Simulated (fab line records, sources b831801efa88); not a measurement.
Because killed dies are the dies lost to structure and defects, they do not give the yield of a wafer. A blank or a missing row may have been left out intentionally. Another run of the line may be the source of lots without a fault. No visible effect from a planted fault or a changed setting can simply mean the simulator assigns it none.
Matching of chambers || flow sky130 || 4 sister chambers for SKY_VIA3_ETCH_14 on rieDiel-02
The step etches BARC in N2/H2, stops on SiO2, time 45.9 s, target depth 60 nm. 4 wafers are shown with their chamber, then 7 later ones without.

== WAFERS PAIRED WITH THEIR CHAMBERS ==
{"wafer": "L082.1", "chamber": 0, "drypumpMotorCurrentA (A)": 6.03}
{"wafer": "L082.2", "chamber": 1, "drypumpMotorCurrentA (A)": 5.92}
{"wafer": "L084.2", "chamber": 2, "drypumpMotorCurrentA (A)": 6.05}
{"wafer": "L084.5", "chamber": 3, "drypumpMotorCurrentA (A)": 6.02}

== WAFERS WITH NO CHAMBER GIVEN ==
{"wafer": "L084.6", "drypumpMotorCurrentA (A)": 6.04}
{"wafer": "L086.2", "drypumpMotorCurrentA (A)": 5.90}
{"wafer": "L086.4", "drypumpMotorCurrentA (A)": 6.03}
{"wafer": "L086.5", "drypumpMotorCurrentA (A)": 6.08}
{"wafer": "L088.2", "drypumpMotorCurrentA (A)": 6.05}
{"wafer": "L088.3", "drypumpMotorCurrentA (A)": 6.06}
{"wafer": "L088.6", "drypumpMotorCurrentA (A)": 5.98}

== THE CHAMBER EACH PASSED THROUGH ==
{"wafer": "L084.6", "from the rows above": "can't be placed: 0 or 2 or 3", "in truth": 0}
{"wafer": "L086.2", "from the rows above": 1, "in truth": 1}
{"wafer": "L086.4", "from the rows above": "can't be placed: 0 or 3 or 2", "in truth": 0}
{"wafer": "L086.5", "from the rows above": "can't be placed: 2 or 0 or 3", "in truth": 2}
{"wafer": "L088.2", "from the rows above": "can't be placed: 2 or 0 or 3", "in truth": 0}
{"wafer": "L088.3", "from the rows above": "can't be placed: 2 or 0 or 3", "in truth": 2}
{"wafer": "L088.6", "from the rows above": "can't be placed: 3 or 0 or 1 or 2", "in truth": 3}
Correct placement for 1 of the 7. Cannot be placed on the basis of these rows: 6; the candidates contain the true chamber in 6. Number placed wrongly: 0.
How it was worked out, from the rows above alone: a wafer's distance from a chamber is the root of the sum, over the readings, of the square of ((its reading less the chamber's mean) divided by the reading's scatter). The wafer belongs to the nearest chamber; if the next one is less than 2 further off, it can't be placed. For every chamber, the mean is computed from those of its wafers that are shown. The scatter (one wafer shown for each chamber): square how far every hidden wafer sits from the nearest shown wafer, average those squares and take the square root.
